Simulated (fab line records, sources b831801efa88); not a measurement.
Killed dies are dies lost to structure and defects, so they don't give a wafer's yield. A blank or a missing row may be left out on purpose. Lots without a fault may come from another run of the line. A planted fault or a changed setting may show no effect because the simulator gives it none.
fab line records | flow sky130
record lots=12 wafers=36 last_day=50
route steps=708 shown VIA3@595 METAL5@677 PASSIVATION@681 PAD_OPEN@708
lots that met no fault: from a run of the same line without faults
start_h: hours from the record's first day to the start of the lot's first wafer shown | wait_h: hours since the lot's step before | " the same as in the row above | L1.1+2: a row that stands for several wafers | - no value, or no start given | * or withheld: withheld | < > ~ a bound
route shown NAME@n: a module of which the file shows steps, and the number in the route of the first | usual: mean/standard deviation of fault-free wafers | same: alike in all rows | chamber/n: place in a boat | sites: the reading at each site | _std_site: their standard deviation | _edge_site: outer sites' mean less inner sites' | radius_mm: how far each site lies from the wafer's centre | mask NAME#n: copy n | behind: the tool/chamber that last shaped the wafer | hold: why the lot was held/for how many hours/how that ended | device: the transistor (n, p or np) that didn't switch | end of line: the same wafers' tests at the end of the route | a step without rows: its recipe alone | killed: dies lost to structure and defects at the first sort, not the wafer's yield | map: a wafer's dies, x killed, . not, _ none there
set.NAME: the setting as run; set.NAME@STEP: as run at that earlier step | model.NAME: the simulator's own value behind a step, which no gauge read
steps of the route over a sample of lots; a table a step, a row a wafer
services: from which hour (start_h, from the record's first day; less than 0 if before it) a tool's chamber was out of use, for how many hours, and why
## steps
# step SKY_VIA3_RS_MEAS_22
# recipe thk_meas_gauge=four-point-probe reads=W_of_VIA3_CVD_21+TiN_of_VIA3_SPUTTER_20
# usual VIA3_W_RS=0.295/0.0031
# columns lot.wafer tool chamber start_h wait_h VIA3_W_RS[ohm/sq]
L677.2 film_metro-01 - 948.87 0.1 0.292
L677.3 " - " " 0.297
L677.6 " - " " 0.297
L679.1 film_metro-03 - 955.42 0.1 0.296
L679.3 " - " " 0.298
L679.4 " - " " 0.294
L680.2 film_metro-04 - 966.96 0.1 0.297
L680.3 " - " " 0.299
L680.5 " - " " 0.300
L681.2 film_metro-04 - 970.29 0.1 0.294
L681.3 " - " " 0.293
L681.6 " - " " 0.295
L683.3 film_metro-04 - 989.07 0.1 0.290
L683.4 " - " " 0.295
L683.6 " - " " 0.292
L684.2 film_metro-01 - 991.55 0.1 0.300
L684.4 " - " " 0.298
L684.6 " - " " 0.302
L690.2 film_metro-01 - 1032.07 0.2 0.300
L690.5 " - " " 0.292
L690.6 " - " " 0.294
L691.1 film_metro-04 - 1039.39 0.1 0.289
L691.4 " - " " 0.295
L691.6 " - " " 0.291
L693.1 film_metro-03 - 1051.47 0.1 0.296
L693.3 " - " " 0.293
L693.6 " - " " 0.295
L696.4 film_metro-03 - 1069.43 0.1 0.288
L696.5 " - " " 0.290
L696.6 " - " " 0.290
L699.1 film_metro-01 - 1091.21 0.1 0.297
L699.3 " - " " 0.297
L699.6 " - " " 0.293
L698.4 film_metro-01 - 1096.24 0.1 0.292
L698.5 " - " " 0.294
L698.6 " - " " 0.294
# step SKY_METAL5_STRIP_16
# recipe chemistry=O2/N2 power_w=1400 pressure_mtorr=1500 platen_temp_c=withheld o2_flow_sccm=3000 n2_flow_sccm=300 overash_fraction=0.5
# usual drypump_motor_current_A=6.1/0.33 oes_product_au=0.710/0.0043 strip_time_to_endpoint_s=13.05/0.18
# columns lot.wafer tool chamber start_h wait_h drypump_motor_current_A oes_product_au rf_hours_counter_h strip_time_to_endpoint_s
L677.2 plasma_asher-01 1 1047.69 0.2 5.8 0.713 92 12.92
L677.3 " 1 " " 5.8 0.718 - 13.15
L677.6 " 1 " " 5.8 0.704 - 13.21
L679.1 plasma_asher-04 1 1051.36 0.2 5.8 0.711 31 12.94
L679.3 " 1 " " 5.8 0.711 - 12.92
L679.4 " 0 " " 6.6 0.711 - 13.31
L680.2 plasma_asher-03 1 1065.67 0.2 6.2 0.716 64 13.07
L680.3 " 0 " " 5.9 0.714 - 13.03
L680.5 " 0 " " 5.9 0.712 - 13.08
L681.2 plasma_asher-03 1 1068.64 0.2 6.2 0.709 64 13.09
L681.3 " 1 " " 6.2 0.709 - 13.05
L681.6 " 0 " " 6.0 0.708 - 13.05
L683.3 plasma_asher-01 0 1083.63 0.1 6.6 0.709 - 13.23
L683.4 " 1 " " 5.8 0.706 - 12.78
L683.6 " 0 " " 6.7 0.712 - 12.96
L684.2 plasma_asher-01 0 1089.61 0.3 6.7 0.710 97 13.10
L684.4 " 0 " " 6.7 0.705 - 13.09
L684.6 " 1 " " 5.8 0.704 - 13.24
L690.2 plasma_asher-01 0 1121.19 0.2 6.6 0.711 100 13.22
L690.5 " 1 " " 5.8 0.712 - 12.91
L690.6 " 0 " " 6.6 0.710 - 13.33
L691.1 plasma_asher-03 0 1128.91 0.2 6.0 0.716 69 13.00
L691.4 " 0 " " 5.9 0.706 - 13.15
L691.6 " 1 " " 6.2 0.705 - 13.02
L693.1 plasma_asher-03 0 1139.36 0.4 5.9 0.713 70 13.28
L693.3 " 1 " " 6.2 0.708 - 13.33
L693.6 " 1 " " 6.2 0.710 - 13.35
L696.4 plasma_asher-04 0 1155.43 0.1 6.6 0.709 - 13.40
L696.5 " 1 " " 5.8 0.705 - 13.32
L696.6 " 0 " " 6.6 0.704 - 13.08
L699.1 plasma_asher-03 0 1173.60 0.2 6.0 0.709 73 12.79
L699.3 " 1 " " 6.2 0.714 - 13.25
L699.6 " 1 " " 6.2 0.709 - 12.79
L698.4 plasma_asher-03 0 1177.08 0.1 5.9 0.718 - 12.89
L698.5 " 0 " " 5.9 0.711 - 12.98
L698.6 " 1 " " 6.2 0.712 - 12.97
# step SKY_PASSIVATION_CVD_00
# recipe material=SiO2 target_thk_nm=90 temp_c=400 time_s=withheld rf_w=600
# usual heater_power_w=692/63
# columns lot.wafer tool chamber start_h wait_h heater_power_w
L677.2 pecvd-01 0 1048.29 0.0 669
L677.3 " 1 " " 761
L677.6 " 2 " " 753
L679.1 pecvd-04 2 1051.95 0.0 709
L679.3 " 1 " " 658
L679.4 " 1 " " 638
L680.2 pecvd-03 2 1066.26 0.0 651
L680.3 " 0 " " 632
L680.5 " 1 " " 703
L681.2 pecvd-01 0 1069.27 0.0 627
L681.3 " 1 " " 770
L681.6 " 2 " " 665
L683.3 pecvd-01 2 1084.63 0.0 699
L683.4 " 1 " " 696
L683.6 " 2 " " 691
L684.2 pecvd-01 2 1090.21 0.0 692
L684.4 " 1 " " 727
L684.6 " 1 " " 723
L690.2 pecvd-03 2 1121.82 0.0 767
L690.5 " 2 " " 776
L690.6 " 0 " " 666
L691.1 pecvd-03 2 1129.53 0.0 709
L691.4 " 2 " " 728
L691.6 " 1 " " 804
L693.1 pecvd-01 0 1139.98 0.0 680
L693.3 " 2 " " 745
L693.6 " 1 " " 775
L696.4 pecvd-04 1 1156.71 0.0 545
L696.5 " 2 " " 738
L696.6 " 0 " " 707
L699.1 pecvd-01 0 1174.23 0.0 615
L699.3 " 1 " " 804
L699.6 " 2 " " 726
L698.4 pecvd-04 0 1177.84 0.0 697
L698.5 " 1 " " 640
L698.6 " 2 " " 720
# step SKY_PASSIVATION_STRIP_12
# recipe chemistry=O2/N2 power_w=1400 pressure_mtorr=1500 platen_temp_c=withheld overash_fraction=0.7 o2_flow_sccm=3000 n2_flow_sccm=300
# usual drypump_motor_current_A=6.0/0.57 oes_product_au=0.661/0.0043 strip_time_to_endpoint_s=31.52/0.13
# columns lot.wafer tool chamber start_h wait_h drypump_motor_current_A oes_product_au rf_hours_counter_h strip_time_to_endpoint_s
L677.2 plasma_asher-04 1 1070.95 0.1 5.8 0.664 33 31.65
L677.3 " 0 " " 6.6 0.658 - 31.70
L677.6 " 1 " " 5.8 0.659 - 31.67
L679.1 plasma_asher-02 1 1073.76 0.1 6.1 0.662 1 31.31
L679.3 " 0 " " 5.0 0.666 - 31.54
L679.4 " 1 " " 6.1 0.663 - 31.56
L680.2 plasma_asher-04 0 1088.03 0.1 6.6 0.665 35 31.31
L680.3 " 0 " " 6.6 0.656 - 31.46
L680.5 " 1 " " 5.8 0.660 - 31.50
L681.2 plasma_asher-01 0 1090.73 0.1 6.6 0.661 97 31.57
L681.3 " 0 " " 6.6 0.667 - 31.57
L681.6 " 0 " " 6.6 0.660 - 31.37
L683.3 plasma_asher-02 0 1105.82 0.1 4.9 0.657 - 31.60
L683.4 " 1 " " 6.0 0.660 - 31.22
L683.6 " 0 " " 5.0 0.660 - 31.35
L684.2 plasma_asher-04 0 1110.61 0.1 6.6 0.662 37 31.42
L684.4 " 1 " " 5.8 0.659 - 31.50
L684.6 " 1 " " 5.8 0.659 - 31.34
L690.2 plasma_asher-04 1 1141.46 0.1 5.8 0.659 40 31.51
L690.5 " 1 " " 5.8 0.664 - 31.65
L690.6 " 0 " " 6.6 0.667 - 31.81
L691.1 plasma_asher-02 0 1148.68 0.1 5.0 0.661 9 31.20
L691.4 " 1 " " 6.0 0.664 - 31.58
L691.6 " 1 " " 6.0 0.665 - 31.48
L693.1 plasma_asher-01 1 1159.23 0.1 5.8 0.655 104 31.65
L693.3 " 0 " " 6.7 0.666 - 31.63
L693.6 " 1 " " 5.8 0.666 - 31.62
L696.4 plasma_asher-02 0 1174.23 0.1 5.0 0.661 - 31.46
L696.5 " 1 " " 6.0 0.656 - 31.52
L696.6 " 0 " " 5.0 0.662 - 31.28
L699.1 plasma_asher-04 0 1190.86 0.1 6.6 0.658 45 31.32
L699.3 " 1 " " 5.8 0.664 - 31.35
L699.6 " 1 " " 5.8 0.656 - 31.33
L698.4 plasma_asher-04 0 1193.54 0.0 6.6 0.658 - 31.30
L698.5 " 0 " " 6.6 0.653 - 31.41
L698.6 " 1 " " 5.8 0.662 - 31.47
# step SKY_PAD_OPEN_PROBE_99
# usual defect_limited_yield=82.5/2 killed_at_M0_to_M3=44/7.4 killed_at_M4_up=3.0/1.8 killed_at_contacts=24/5.1 killed_at_front_end=15/4.3 killed_at_other=0.3/0.54 killed_dies=86/9.9 killed_open=47/7.1 killed_short=38/6.7 sort_bin_3_pad_short=0.8/0.39 sort_bin_5_function=10.4/1.5 sort_bin_6_memory=6.2/1.2 sort_n_pass=406/9.9 sort_yield_pct=82.5/2
# same gross_dies=492 killed_at_back_side=0 sort_bin_4_leakage[%]=0 sort_bin_8_speed[%]=0
# columns lot.wafer tool chamber start_h wait_h defect_limited_yield[%] killed_at_M0_to_M3 killed_at_M4_up killed_at_contacts killed_at_front_end killed_at_other killed_dies killed_open killed_short sort_bin_3_pad_short[%] sort_bin_5_function[%] sort_bin_6_memory[%] sort_n_pass sort_yield_pct[%]
L690.2 prober-02 - 1164.76 0.1 75.4 38 4 25 20 34 121 50 37 1.2 13.8 9.6 371 75.4
L690.5 prober-02 - 1164.91 0.2 79.3 38 1 22 10 31 102 40 31 1.0 14.0 5.7 390 79.3
L690.6 prober-02 - 1164.96 0.2 72.8 39 4 20 22 49 134 46 39 2.6 18.3 6.3 358 72.8
L691.1 prober-01 - 1168.39 0.1 77.0 31 4 25 14 39 113 51 23 2.0 13.4 7.5 379 77.0
L691.4 prober-01 - 1168.54 0.2 75.8 53 2 18 12 34 119 53 32 1.8 15.0 7.3 373 75.8
L691.6 prober-01 - 1168.64 0.2 73.2 52 5 24 8 43 132 45 44 2.4 17.7 6.7 360 73.2
# killed by level:class
L690.2 PASSIVATION:unspecified=34 LI_CONTACT:geometric_particle:open=8 CONTACT:geometric_particle:open=8 VIA1:geometric_particle:open=7 FIELD_ISO:geometric_particle:open=6 VIA2:geometric_particle:open=6 METAL2:geometric_particle:short=6 CONTACT:geometric_particle:short=5
L690.5 PASSIVATION:unspecified=31 VIA1:geometric_particle:open=14 CONTACT:geometric_particle:open=10 METAL2:geometric_particle:short=5 LI_CONTACT:geometric_particle:open=4 CONTACT:geometric_particle:short=4 VIA1:geometric_particle:short=4 VIA3:geometric_particle:open=4
L690.6 PASSIVATION:unspecified=49 CONTACT:geometric_particle:open=9 VIA1:geometric_particle:open=8 POLY_GATE:geometric_particle:short=7 POLY_GATE:geometric_particle:open=7 METAL2:geometric_particle:short=7 METAL1:geometric_particle:short=5 VIA2:geometric_particle:short=5
L691.1 PASSIVATION:unspecified=39 LI_CONTACT:geometric_particle:open=10 VIA3:geometric_particle:open=9 CONTACT:geometric_particle:open=6 VIA1:geometric_particle:open=6 POLY_GATE:geometric_particle:open=4 CONTACT:geometric_particle:short=4 METAL2:geometric_particle:short=4
L691.4 PASSIVATION:unspecified=34 VIA1:geometric_particle:open=13 VIA3:geometric_particle:open=10 VIA2:geometric_particle:open=9 LI_CONTACT:geometric_particle:open=7 CONTACT:geometric_particle:open=5 VIA1:geometric_particle:short=5 METAL2:geometric_particle:short=5
L691.6 PASSIVATION:unspecified=43 VIA2:geometric_particle:open=11 CONTACT:geometric_particle:open=10 VIA1:geometric_particle:open=9 VIA2:geometric_particle:short=7 VIA3:geometric_particle:open=6 METAL1:geometric_particle:short=5 VIA3:geometric_particle:short=5
## services
# columns tool chamber start_h hours kind
plasma_asher-01 - 1028.03 6.2 repair
plasma_asher-02 - 1055.25 9.0 pm
plasma_asher-02 0 1055.25 9.0 vent_cycle
plasma_asher-02 1 1055.25 9.0 vent_cycle
plasma_asher-02 0 1064.25 - clean
plasma_asher-02 1 1064.25 - clean
plasma_asher-03 - 1072.20 14.6 pm
pecvd-03 0 1076.33 5.5 scheduled_down
pecvd-01 0 1080.48 28.9 repair
pecvd-01 2 1092.02 2.1 scheduled_down
pecvd-03 0 1092.05 16.7 repair
pecvd-03 1 1111.44 1.9 repair
pecvd-04 1 1118.34 2.1 scheduled_down
pecvd-03 0 1146.81 5.5 scheduled_down
plasma_asher-02 - 1155.32 5.0 repair
pecvd-03 0 1180.62 - clean
pecvd-03 0 1180.62 - consumable_replace:showerhead
pecvd-03 0 1180.62 29.0 scheduled_down
pecvd-03 0 1180.62 29.0 vent_cycle
plasma_asher-02 - 1183.04 14.6 pm
## key
first_sign step=SKY_PAD_OPEN_PROBE_99 reading=killed_at_other direction=up sigmas=38 usual=0.3 struck=38.3
effect step=SKY_PAD_OPEN_PROBE_99 reading=sort_n_pass direction=down sigmas=3.5 usual=406 struck=372
met_at SKY_PASSIVATION_CVD_00
struck_lots L690,L691
not_acting_at SKY_VIA3_RS_MEAS_22,SKY_METAL5_STRIP_16,SKY_PASSIVATION_STRIP_12
onset_between 1066.26 1121.82
fault kind=chamber_particle_source tool=pecvd-03 chamber=- onset_h=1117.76 steps=SKY_PASSIVATION_CVD_00 rate_per_visit_cm2=0.64194 end_h=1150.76
